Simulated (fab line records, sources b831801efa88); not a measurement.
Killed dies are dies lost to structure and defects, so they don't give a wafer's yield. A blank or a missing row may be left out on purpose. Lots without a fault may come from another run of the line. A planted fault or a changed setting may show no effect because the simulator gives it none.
One fault seen from 2 desks | flow gf180mcu | each desk has only its own numbers; what lay behind them comes last

THE METROLOGY DESK
What the gauges read, lot by lot, whatever tool the lot ran on: means of the sampled wafers that have a number. A lot is out of limits, marked OUT, if its mean lies more than 4 standard deviations from the usual mean; the brackets give that distance.
Columns: A = CONTACT_W_RS at GF_CONTACT_RS_MEAS_25, usual 0.380 ohm/sq; B = CONTACT_W_THK at GF_CONTACT_THK_MEAS_26, usual 301 nm
lot  | first seen here | A     | B
L188 | day 18 16:32    | 0.377 | 299
L192 | day 20 01:25    | 0.377 | 307
L196 | day 21 03:23    | 0.377 | 301
L198 | day 21 16:43    | 0.380 | 299
L202 | day 23 02:17    | 0.380 | 301
L205 | day 24 05:56    | 0.384 | 296
This desk's finding: nothing out of limits on any of the 6 lots.

THE TOOL OWNER'S DESK: pvd_sputter-04
The tool's own readings at GF_M1_SPUTTER_00 (material Ti, target thk 37.5 nm, time 150 s): means of the sampled wafers that have a number, for each lot that ran on this tool. A lot is out of limits, marked OUT, if its mean lies more than 4 standard deviations from the usual mean; the brackets give that distance.
Columns: A = substrate_temp_c at GF_M1_SPUTTER_00, usual 199.98 C; B = throttle_valve_pct at GF_M1_SPUTTER_00, usual 30.0 %
lot  | first seen here | A      | B
L196 | day 21 03:49    | 200.13 | 30.6
L198 | day 21 17:10    | 199.71 | 31.3
L205 | day 24 06:23    | 199.85 | 30.6
This desk's finding: nothing out of limits on any of the 3 lots.

PUT TOGETHER
The metrology desk saw nothing out of limits.
The tool owner's desk saw nothing out of limits.

WHAT THE SIMULATOR HAD PUT IN
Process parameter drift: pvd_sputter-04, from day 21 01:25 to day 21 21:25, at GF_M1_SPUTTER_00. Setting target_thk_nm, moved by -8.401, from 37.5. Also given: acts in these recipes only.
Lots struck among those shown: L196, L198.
